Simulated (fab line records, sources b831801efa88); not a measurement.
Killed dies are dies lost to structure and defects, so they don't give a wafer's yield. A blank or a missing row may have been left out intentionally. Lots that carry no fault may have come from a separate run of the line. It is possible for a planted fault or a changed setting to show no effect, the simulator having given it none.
Which tool did it? :: flow gf180mcu :: Sampling: 24 lots, 72 wafers, 6 of 602 route steps

## WHAT EACH GAUGE READ, for each wafer
GF_V3_THK_MEAS_03.
lot: L074
measured: day 21 01:27
on: film_metro-02
V3_CVD_02_THK (nm): 853 843 858

lot: L075
measured: day 21 11:53
on: film_metro-02
V3_CVD_02_THK (nm): 846 851 864

lot: L076
measured: day 22 06:01
on: film_metro-04
V3_CVD_02_THK (nm): 834 853 846

lot: L077
measured: day 22 18:42
on: film_metro-04
V3_CVD_02_THK (nm): 848 841 859

lot: L078
measured: day 23 00:04
on: film_metro-01
V3_CVD_02_THK (nm): 835 867 862

lot: L079
measured: day 23 11:53
on: film_metro-04
V3_CVD_02_THK (nm): 849 847 859

lot: L080
measured: day 23 20:05
on: film_metro-02
V3_CVD_02_THK (nm): 841 845 853

lot: L081
measured: day 24 09:29
on: film_metro-01
V3_CVD_02_THK (nm): 845 838 855

lot: L082
measured: day 24 10:52
on: film_metro-04
V3_CVD_02_THK (nm): 843 845 864

lot: L083
measured: day 24 15:05
on: film_metro-04
V3_CVD_02_THK (nm): 839 856 861

lot: L084
measured: day 24 21:45
on: film_metro-04
V3_CVD_02_THK (nm): 828 840 847

lot: L085
measured: day 25 06:53
on: film_metro-04
V3_CVD_02_THK (nm): 845 841 852

lot: L086
measured: day 25 18:05
on: film_metro-02
V3_CVD_02_THK (nm): 847 858 851

lot: L087
measured: day 26 00:56
on: film_metro-02
V3_CVD_02_THK (nm): 837 855 854

lot: L088
measured: day 26 04:52
on: film_metro-04
V3_CVD_02_THK (nm): 839 840 851

lot: L089
measured: day 26 16:09
on: film_metro-01
V3_CVD_02_THK (nm): 828 842 841

lot: L090
measured: day 27 01:04
on: film_metro-04
V3_CVD_02_THK (nm): 825 842 851

lot: L091
measured: day 27 06:11
on: film_metro-01
V3_CVD_02_THK (nm): 834 835 853

lot: L092
measured: day 27 15:03
on: film_metro-02
V3_CVD_02_THK (nm): 842 845 842

lot: L093
measured: day 27 18:58
on: film_metro-01
V3_CVD_02_THK (nm): 837 859 861

lot: L094
measured: day 28 04:50
on: film_metro-02
V3_CVD_02_THK (nm): 835 847 847

lot: L095
measured: day 28 11:12
on: film_metro-02
V3_CVD_02_THK (nm): 849 861 853

lot: L096
measured: day 28 15:30
on: film_metro-02
V3_CVD_02_THK (nm): 849 857 852

lot: L097
measured: day 28 18:04
on: film_metro-04
V3_CVD_02_THK (nm): 860 846 863

GF_M5_OVL_MEAS_08.
lot: L074
measured: day 25 23:48
on: overlay-01
M5_OVL (nm): 0 -8 0

lot: L075
measured: day 26 09:28
on: overlay-01
M5_OVL (nm): -5 1 2

lot: L076
measured: day 27 00:17
on: overlay-01
M5_OVL (nm): 8 7 2

lot: L077
measured: day 27 11:06
on: overlay-02
M5_OVL (nm): 0 0 -3

lot: L078
measured: day 27 19:39
on: overlay-01
M5_OVL (nm): 3 -3 -5

lot: L079
measured: day 28 02:16
on: overlay-01
M5_OVL (nm): -1 -8 -2

lot: L080
measured: day 28 09:29
on: overlay-01
M5_OVL (nm): 0 0 0

lot: L081
measured: day 28 20:53
on: overlay-02
M5_OVL (nm): -12 -2 -4

lot: L082
measured: day 28 23:40
on: overlay-02
M5_OVL (nm): 2 4 6

lot: L083
measured: day 29 02:50
on: overlay-01
M5_OVL (nm): 2 7 -1

lot: L084
measured: day 29 08:47
on: overlay-01
M5_OVL (nm): 5 8 5

lot: L085
measured: day 29 23:17
on: overlay-02
M5_OVL (nm): 4 -4 5

lot: L086
measured: day 30 02:46
on: overlay-01
M5_OVL (nm): 2 -7 -1

lot: L087
measured: day 30 10:02
on: overlay-01
M5_OVL (nm): 5 5 3

lot: L088
measured: day 30 11:20
on: overlay-02
M5_OVL (nm): 2 0 0

lot: L089
measured: day 30 19:44
on: overlay-01
M5_OVL (nm): -6 2 1

lot: L090
measured: day 31 06:07
on: overlay-01
M5_OVL (nm): 4 5 -4

lot: L091
measured: day 31 10:35
on: overlay-02
M5_OVL (nm): -4 1 -3

lot: L092
measured: day 31 17:29
on: overlay-02
M5_OVL (nm): 1 4 -8

lot: L093
measured: day 31 21:40
on: overlay-01
M5_OVL (nm): -2 3 0

lot: L094
measured: day 32 04:29
on: overlay-02
M5_OVL (nm): 0 9 7

lot: L095
measured: day 32 10:26
on: overlay-01
M5_OVL (nm): 0 0 0

lot: L096
measured: day 32 14:05
on: overlay-02
M5_OVL (nm): 4 -2 7

lot: L097
measured: day 32 17:23
on: overlay-01
M5_OVL (nm): 2 0 8

GF_V5_THK_MEAS_01.
lot: L074
measured: day 26 00:33
on: film_metro-04
V5_CVD_00_THK (nm): 298 298 304

lot: L075
measured: day 26 10:13
on: film_metro-04
V5_CVD_00_THK (nm): 291 296 299

lot: L076
measured: day 27 01:07
on: film_metro-01
V5_CVD_00_THK (nm): 300 300 299

lot: L077
measured: day 27 11:50
on: film_metro-02
V5_CVD_00_THK (nm): 295 298 302

lot: L078
measured: day 27 20:25
on: film_metro-02
V5_CVD_00_THK (nm): 297 295 295

lot: L079
measured: day 28 03:03
on: film_metro-04
V5_CVD_00_THK (nm): 293 295 295

lot: L080
measured: day 28 10:22
on: film_metro-04
V5_CVD_00_THK (nm): 303 297 306

lot: L081
measured: day 28 21:38
on: film_metro-02
V5_CVD_00_THK (nm): 300 296 299

lot: L082
measured: day 29 00:29
on: film_metro-02
V5_CVD_00_THK (nm): 298 301 300

lot: L083
measured: day 29 03:35
on: film_metro-04
V5_CVD_00_THK (nm): 305 300 299

lot: L084
measured: day 29 09:35
on: film_metro-02
V5_CVD_00_THK (nm): 301 297 300

lot: L085
measured: day 30 00:04
on: film_metro-04
V5_CVD_00_THK (nm): 300 298 299

lot: L086
measured: day 30 03:34
on: film_metro-04
V5_CVD_00_THK (nm): 298 305 298

lot: L087
measured: day 30 10:47
on: film_metro-01
V5_CVD_00_THK (nm): 306 301 300

lot: L088
measured: day 30 12:14
on: film_metro-04
V5_CVD_00_THK (nm): 303 302 300

lot: L089
measured: day 30 20:30
on: film_metro-01
V5_CVD_00_THK (nm): 305 295 295

lot: L090
measured: day 31 06:53
on: film_metro-04
V5_CVD_00_THK (nm): 293 291 300

lot: L091
measured: day 31 11:21
on: film_metro-01
V5_CVD_00_THK (nm): 299 304 298

lot: L092
measured: day 31 18:16
on: film_metro-04
V5_CVD_00_THK (nm): 294 298 295

lot: L093
measured: day 31 22:33
on: film_metro-04
V5_CVD_00_THK (nm): 299 297 298

lot: L094
measured: day 32 05:14
on: film_metro-01
V5_CVD_00_THK (nm): 296 299 297

lot: L095
measured: day 32 11:12
on: film_metro-04
V5_CVD_00_THK (nm): 301 299 300

lot: L096
measured: day 32 14:53
on: film_metro-02
V5_CVD_00_THK (nm): 294 293 297

lot: L097
measured: day 32 18:09
on: film_metro-04
V5_CVD_00_THK (nm): 301 303 300

## WHICH TOOL RAN EACH LOT (tool, then ch and the chambers of the sampled wafers, then the start)
lot: L074
GF_CONTACT_ETCH_16: rie_diel-04 ch 0,1,3, day 15 18:24
GF_CONTACT_SPUTTER_22: pvd_sputter-02, day 15 18:52
GF_M1_SPUTTER_01: pvd_sputter-03, day 15 19:39

lot: L075
GF_CONTACT_ETCH_16: rie_diel-04 ch 1,2, day 16 04:47
GF_CONTACT_SPUTTER_22: pvd_sputter-02, day 16 05:16
GF_M1_SPUTTER_01: pvd_sputter-03, day 16 06:02

lot: L076
GF_CONTACT_ETCH_16: rie_diel-01 ch 0,1,2, day 16 22:45
GF_CONTACT_SPUTTER_22: pvd_sputter-04, day 16 23:13
GF_M1_SPUTTER_01: pvd_sputter-01, day 17 00:00

lot: L077
GF_CONTACT_ETCH_16: rie_diel-01 ch 0,1,2, day 17 10:35
GF_CONTACT_SPUTTER_22: pvd_sputter-01, day 17 11:03
GF_M1_SPUTTER_01: pvd_sputter-04, day 17 11:52

lot: L078
GF_CONTACT_ETCH_16: rie_diel-04 ch 0,3, day 17 16:14
GF_CONTACT_SPUTTER_22: pvd_sputter-04, day 17 16:42
GF_M1_SPUTTER_01: pvd_sputter-01, day 17 17:29

lot: L079
GF_CONTACT_ETCH_16: rie_diel-01 ch 1,2, day 18 03:56
GF_CONTACT_SPUTTER_22: pvd_sputter-02, day 18 04:24
GF_M1_SPUTTER_01: pvd_sputter-04, day 18 05:17

lot: L080
GF_CONTACT_ETCH_16: rie_diel-04 ch 0,1,2, day 18 12:16
GF_CONTACT_SPUTTER_22: pvd_sputter-02, day 18 12:44
GF_M1_SPUTTER_01: pvd_sputter-04, day 18 13:31

lot: L081
GF_CONTACT_ETCH_16: rie_diel-04 ch 0,1, day 19 02:59
GF_CONTACT_SPUTTER_22: pvd_sputter-04, day 19 03:28
GF_M1_SPUTTER_01: pvd_sputter-01, day 19 04:22

lot: L082
GF_CONTACT_ETCH_16: rie_diel-01 ch 0,2,3, day 19 03:14
GF_CONTACT_SPUTTER_22: pvd_sputter-02, day 19 03:43
GF_M1_SPUTTER_01: pvd_sputter-03, day 19 04:29

lot: L083
GF_CONTACT_ETCH_16: rie_diel-03 ch 0,1, day 19 08:35
GF_CONTACT_SPUTTER_22: pvd_sputter-02, day 19 09:04
GF_M1_SPUTTER_01: pvd_sputter-03, day 19 09:50

lot: L084
GF_CONTACT_ETCH_16: rie_diel-01 ch 0,1,2, day 19 18:34
GF_CONTACT_SPUTTER_22: pvd_sputter-02, day 19 19:01
GF_M1_SPUTTER_01: pvd_sputter-01, day 19 19:48

lot: L085
GF_CONTACT_ETCH_16: rie_diel-01 ch 0,1,2, day 20 03:42
GF_CONTACT_SPUTTER_22: pvd_sputter-01, day 20 04:10
GF_M1_SPUTTER_01: pvd_sputter-04, day 20 04:57

lot: L086
GF_CONTACT_ETCH_16: rie_diel-01 ch 1,3, day 20 15:57
GF_CONTACT_SPUTTER_22: pvd_sputter-02, day 20 16:25
GF_M1_SPUTTER_01: pvd_sputter-01, day 20 17:26

lot: L087
GF_CONTACT_ETCH_16: rie_diel-04 ch 0,2,3, day 21 00:07
GF_CONTACT_SPUTTER_22: pvd_sputter-02, day 21 00:35
GF_M1_SPUTTER_01: pvd_sputter-03, day 21 01:22

lot: L088
GF_CONTACT_ETCH_16: rie_diel-01 ch 2,3, day 21 05:49
GF_CONTACT_SPUTTER_22: pvd_sputter-02, day 21 06:17
GF_M1_SPUTTER_01: pvd_sputter-01, day 21 07:04

lot: L089
GF_CONTACT_ETCH_16: rie_diel-03 ch 0,1,2, day 21 15:24
GF_CONTACT_SPUTTER_22: pvd_sputter-04, day 21 15:52
GF_M1_SPUTTER_01: pvd_sputter-03, day 21 16:39

lot: L090
GF_CONTACT_ETCH_16: rie_diel-01 ch 0,1,2, day 22 02:39
GF_CONTACT_SPUTTER_22: pvd_sputter-02, day 22 03:07
GF_M1_SPUTTER_01: pvd_sputter-03, day 22 03:53

lot: L091
GF_CONTACT_ETCH_16: rie_diel-03 ch 0,1,2, day 22 09:01
GF_CONTACT_SPUTTER_22: pvd_sputter-02, day 22 09:30
GF_M1_SPUTTER_01: pvd_sputter-03, day 22 10:17

lot: L092
GF_CONTACT_ETCH_16: rie_diel-04 ch 0,2,3, day 22 19:55
GF_CONTACT_SPUTTER_22: pvd_sputter-02, day 22 20:24
GF_M1_SPUTTER_01: pvd_sputter-01, day 22 21:11

lot: L093
GF_CONTACT_ETCH_16: rie_diel-01 ch 0,2,3, day 22 22:19
GF_CONTACT_SPUTTER_22: pvd_sputter-02, day 22 22:48
GF_M1_SPUTTER_01: pvd_sputter-04, day 22 23:35

lot: L094
GF_CONTACT_ETCH_16: rie_diel-01 ch 1,3, day 23 12:04
GF_CONTACT_SPUTTER_22: pvd_sputter-02, day 23 12:32
GF_M1_SPUTTER_01: pvd_sputter-04, day 23 13:19

lot: L095
GF_CONTACT_ETCH_16: rie_diel-01 ch 1,3, day 23 18:51
GF_CONTACT_SPUTTER_22: pvd_sputter-01, day 23 19:19
GF_M1_SPUTTER_01: pvd_sputter-01, day 23 20:06

lot: L096
GF_CONTACT_ETCH_16: rie_diel-01 ch 1,3, day 23 23:16
GF_CONTACT_SPUTTER_22: pvd_sputter-02, day 23 23:44
GF_M1_SPUTTER_01: pvd_sputter-01, day 24 00:31

lot: L097
GF_CONTACT_ETCH_16: rie_diel-03 ch 1,2,3, day 24 01:30
GF_CONTACT_SPUTTER_22: pvd_sputter-01, day 24 02:03
GF_M1_SPUTTER_01: pvd_sputter-01, day 24 02:50
- GF_CONTACT_ETCH_16: etches BARC in N2/H2.
- GF_CONTACT_SPUTTER_22: material Ti, target thk 15 nm, time 80.02 s.
- GF_M1_SPUTTER_01: material TiN, target thk 30 nm, time 25 s.

## AS READ BY THE TOOLS THEMSELVES (means over the sampled wafers that have a number; for cases with no such wafer, the mark the record gives instead)
GF_CONTACT_ETCH_16.
lot: L074
tool: rie_diel-04
drypump_motor_current_A (A): 5.5
oes_product_au (a.u.): 0.853
throttle_valve_pct (%): 13.229

lot: L075
tool: rie_diel-04
drypump_motor_current_A (A): 5.7
oes_product_au (a.u.): 0.862
throttle_valve_pct (%): 13.217

lot: L076
tool: rie_diel-01
drypump_motor_current_A (A): 5.8
oes_product_au (a.u.): 0.860
throttle_valve_pct (%): 13.224

lot: L077
tool: rie_diel-01
drypump_motor_current_A (A): 5.8
oes_product_au (a.u.): 0.850
throttle_valve_pct (%): 13.221

lot: L078
tool: rie_diel-04
drypump_motor_current_A (A): 5.7
oes_product_au (a.u.): 0.855
throttle_valve_pct (%): 13.226

lot: L079
tool: rie_diel-01
drypump_motor_current_A (A): 5.5
oes_product_au (a.u.): 0.851
throttle_valve_pct (%): 13.229

lot: L080
tool: rie_diel-04
drypump_motor_current_A (A): 5.9
oes_product_au (a.u.): 0.856
throttle_valve_pct (%): 13.229

lot: L081
tool: rie_diel-04
drypump_motor_current_A (A): 5.6
oes_product_au (a.u.): 0.860
throttle_valve_pct (%): 13.225

lot: L082
tool: rie_diel-01
drypump_motor_current_A (A): 6.3
oes_product_au (a.u.): 0.854
throttle_valve_pct (%): 13.224

lot: L083
tool: rie_diel-03
drypump_motor_current_A (A): 5.4
oes_product_au (a.u.): 0.858
throttle_valve_pct (%): 13.230

lot: L084
tool: rie_diel-01
drypump_motor_current_A (A): 5.8
oes_product_au (a.u.): 0.853
throttle_valve_pct (%): 13.217

lot: L085
tool: rie_diel-01
drypump_motor_current_A (A): 5.8
oes_product_au (a.u.): 0.858
throttle_valve_pct (%): 13.218

lot: L086
tool: rie_diel-01
drypump_motor_current_A (A): 6.1
oes_product_au (a.u.): 0.860
throttle_valve_pct (%): 13.217

lot: L087
tool: rie_diel-04
drypump_motor_current_A (A): 5.7
oes_product_au (a.u.): 0.857
throttle_valve_pct (%): 13.213

lot: L088
tool: rie_diel-01
drypump_motor_current_A (A): 6.4
oes_product_au (a.u.): 0.854
throttle_valve_pct (%): 13.227

lot: L089
tool: rie_diel-03
drypump_motor_current_A (A): 5.4
oes_product_au (a.u.): 0.855
throttle_valve_pct (%): 13.233

lot: L090
tool: rie_diel-01
drypump_motor_current_A (A): 5.8
oes_product_au (a.u.): 0.854
throttle_valve_pct (%): 13.220

lot: L091
tool: rie_diel-03
drypump_motor_current_A (A): 5.4
oes_product_au (a.u.): 0.860
throttle_valve_pct (%): 13.223

lot: L092
tool: rie_diel-04
drypump_motor_current_A (A): 5.7
oes_product_au (a.u.): 0.849
throttle_valve_pct (%): 13.216

lot: L093
tool: rie_diel-01
drypump_motor_current_A (A): 6.2
oes_product_au (a.u.): 0.856
throttle_valve_pct (%): 13.225

lot: L094
tool: rie_diel-01
drypump_motor_current_A (A): 5.7
oes_product_au (a.u.): 0.862
throttle_valve_pct (%): 13.217

lot: L095
tool: rie_diel-01
drypump_motor_current_A (A): 5.6
oes_product_au (a.u.): 0.852
throttle_valve_pct (%): 13.225

lot: L096
tool: rie_diel-01
drypump_motor_current_A (A): 5.6
oes_product_au (a.u.): 0.855
throttle_valve_pct (%): 13.233

lot: L097
tool: rie_diel-03
drypump_motor_current_A (A): 5.6
oes_product_au (a.u.): 0.854
throttle_valve_pct (%): 13.221

GF_CONTACT_SPUTTER_22.
lot: L074
tool: pvd_sputter-02
chamber_pressure_pa (Pa): 4.995
substrate_temp_c (C): 199.94
throttle_valve_pct (%): 29.3

lot: L075
tool: pvd_sputter-02
chamber_pressure_pa (Pa): 4.997
substrate_temp_c (C): 199.89
throttle_valve_pct (%): 29.6

lot: L076
tool: pvd_sputter-04
chamber_pressure_pa (Pa): 5.004
substrate_temp_c (C): 200.06
throttle_valve_pct (%): 29.5

lot: L077
tool: pvd_sputter-01
chamber_pressure_pa (Pa): 4.999
substrate_temp_c (C): 199.86
throttle_valve_pct (%): 28.5

lot: L078
tool: pvd_sputter-04
chamber_pressure_pa (Pa): 5.002
substrate_temp_c (C): 199.95
throttle_valve_pct (%): 29.1

lot: L079
tool: pvd_sputter-02
chamber_pressure_pa (Pa): 5.009
substrate_temp_c (C): 200.00
throttle_valve_pct (%): 30.0

lot: L080
tool: pvd_sputter-02
chamber_pressure_pa (Pa): 5.000
substrate_temp_c (C): 200.02
throttle_valve_pct (%): 29.2

lot: L081
tool: pvd_sputter-04
chamber_pressure_pa (Pa): 5.008
substrate_temp_c (C): 199.99
throttle_valve_pct (%): 29.5

lot: L082
tool: pvd_sputter-02
chamber_pressure_pa (Pa): 4.999
substrate_temp_c (C): 199.97
throttle_valve_pct (%): 29.4

lot: L083
tool: pvd_sputter-02
chamber_pressure_pa (Pa): 5.003
substrate_temp_c (C): 200.07
throttle_valve_pct (%): 29.1

lot: L084
tool: pvd_sputter-02
chamber_pressure_pa (Pa): 4.999
substrate_temp_c (C): 200.20
throttle_valve_pct (%): 29.0

lot: L085
tool: pvd_sputter-01
chamber_pressure_pa (Pa): 4.998
substrate_temp_c (C): 200.00
throttle_valve_pct (%): 29.4

lot: L086
tool: pvd_sputter-02
chamber_pressure_pa (Pa): 4.991
substrate_temp_c (C): 200.06
throttle_valve_pct (%): 29.7

lot: L087
tool: pvd_sputter-02
chamber_pressure_pa (Pa): 4.996
substrate_temp_c (C): 199.91
throttle_valve_pct (%): 29.7

lot: L088
tool: pvd_sputter-02
chamber_pressure_pa (Pa): 4.989
substrate_temp_c (C): 200.16
throttle_valve_pct (%): 30.0

lot: L089
tool: pvd_sputter-04
chamber_pressure_pa (Pa): 4.998
substrate_temp_c (C): 200.00
throttle_valve_pct (%): 29.6

lot: L090
tool: pvd_sputter-02
chamber_pressure_pa (Pa): 4.999
substrate_temp_c (C): 200.22
throttle_valve_pct (%): 30.2

lot: L091
tool: pvd_sputter-02
chamber_pressure_pa (Pa): 4.991
substrate_temp_c (C): 200.01
throttle_valve_pct (%): 30.0

lot: L092
tool: pvd_sputter-02
chamber_pressure_pa (Pa): 5.010
substrate_temp_c (C): 200.02
throttle_valve_pct (%): 29.0

lot: L093
tool: pvd_sputter-02
chamber_pressure_pa (Pa): 5.001
substrate_temp_c (C): 199.95
throttle_valve_pct (%): 28.7

lot: L094
tool: pvd_sputter-02
chamber_pressure_pa (Pa): 5.003
substrate_temp_c (C): 199.77
throttle_valve_pct (%): 29.2

lot: L095
tool: pvd_sputter-01
chamber_pressure_pa (Pa): 4.995
substrate_temp_c (C): 199.90
throttle_valve_pct (%): 28.9

lot: L096
tool: pvd_sputter-02
chamber_pressure_pa (Pa): 4.993
substrate_temp_c (C): 200.00
throttle_valve_pct (%): 29.5

lot: L097
tool: pvd_sputter-01
chamber_pressure_pa (Pa): 4.996
substrate_temp_c (C): 200.09
throttle_valve_pct (%): 29.4

GF_M1_SPUTTER_01.
lot: L074
tool: pvd_sputter-03
chamber_pressure_pa (Pa): 0.3997
throttle_valve_pct (%): 29.7

lot: L075
tool: pvd_sputter-03
chamber_pressure_pa (Pa): 0.4009
throttle_valve_pct (%): 29.4

lot: L076
tool: pvd_sputter-01
chamber_pressure_pa (Pa): 0.4006
throttle_valve_pct (%): 30.1

lot: L077
tool: pvd_sputter-04
chamber_pressure_pa (Pa): 0.3993
throttle_valve_pct (%): 29.1

lot: L078
tool: pvd_sputter-01
chamber_pressure_pa (Pa): 0.3997
throttle_valve_pct (%): 29.6

lot: L079
tool: pvd_sputter-04
chamber_pressure_pa (Pa): 0.3998
throttle_valve_pct (%): 29.5

lot: L080
tool: pvd_sputter-04
chamber_pressure_pa (Pa): 0.4004
throttle_valve_pct (%): 29.6

lot: L081
tool: pvd_sputter-01
chamber_pressure_pa (Pa): 0.4000
throttle_valve_pct (%): 28.1

lot: L082
tool: pvd_sputter-03
chamber_pressure_pa (Pa): 0.4004
throttle_valve_pct (%): 29.5

lot: L083
tool: pvd_sputter-03
chamber_pressure_pa (Pa): 0.4011
throttle_valve_pct (%): 30.1

lot: L084
tool: pvd_sputter-01
chamber_pressure_pa (Pa): 0.4007
throttle_valve_pct (%): 29.2

lot: L085
tool: pvd_sputter-04
chamber_pressure_pa (Pa): 0.4004
throttle_valve_pct (%): 29.2

lot: L086
tool: pvd_sputter-01
chamber_pressure_pa (Pa): 0.3996
throttle_valve_pct (%): 29.0

lot: L087
tool: pvd_sputter-03
chamber_pressure_pa (Pa): 0.4000
throttle_valve_pct (%): 29.7

lot: L088
tool: pvd_sputter-01
chamber_pressure_pa (Pa): 0.4002
throttle_valve_pct (%): 28.0

lot: L089
tool: pvd_sputter-03
chamber_pressure_pa (Pa): 0.3999
throttle_valve_pct (%): 29.2

lot: L090
tool: pvd_sputter-03
chamber_pressure_pa (Pa): 0.3994
throttle_valve_pct (%): 29.5

lot: L091
tool: pvd_sputter-03
chamber_pressure_pa (Pa): 0.4000
throttle_valve_pct (%): 29.2

lot: L092
tool: pvd_sputter-01
chamber_pressure_pa (Pa): 0.4009
throttle_valve_pct (%): 28.7

lot: L093
tool: pvd_sputter-04
chamber_pressure_pa (Pa): 0.4005
throttle_valve_pct (%): 29.4

lot: L094
tool: pvd_sputter-04
chamber_pressure_pa (Pa): 0.4005
throttle_valve_pct (%): 29.3

lot: L095
tool: pvd_sputter-01
chamber_pressure_pa (Pa): 0.3992
throttle_valve_pct (%): 29.2

lot: L096
tool: pvd_sputter-01
chamber_pressure_pa (Pa): 0.3994
throttle_valve_pct (%): 29.1

lot: L097
tool: pvd_sputter-01
chamber_pressure_pa (Pa): 0.3997
throttle_valve_pct (%): 29.1

## THE ANSWER, worked out from the rows above alone
Rule: what is usual is taken from the lots themselves. Put in order of their means at a reading, lots are off if they are a third of the lots or fewer, leave a main group of 4 or more, and stand apart from it by a gap of 3 or more times the standard deviation of the main group's means; of several such gaps the widest counts. If all means in a main group match to the digits the tables above print for the reading, that group is not used. A lot without any number at a reading at which 4 lots or more have one is off too. The other lots that the step has rows for count as sound. Order of review: gauges by route order, followed by the tools' own readings, for which a lot's mean as printed above is used. At the first step where some lot is off, the reading lying furthest off is the one used; lots without a number count as furthest.
No lot is off on any of the readings shown, so nothing can be concluded from this.

## WHAT WAS PUT IN BY THE SIMULATOR
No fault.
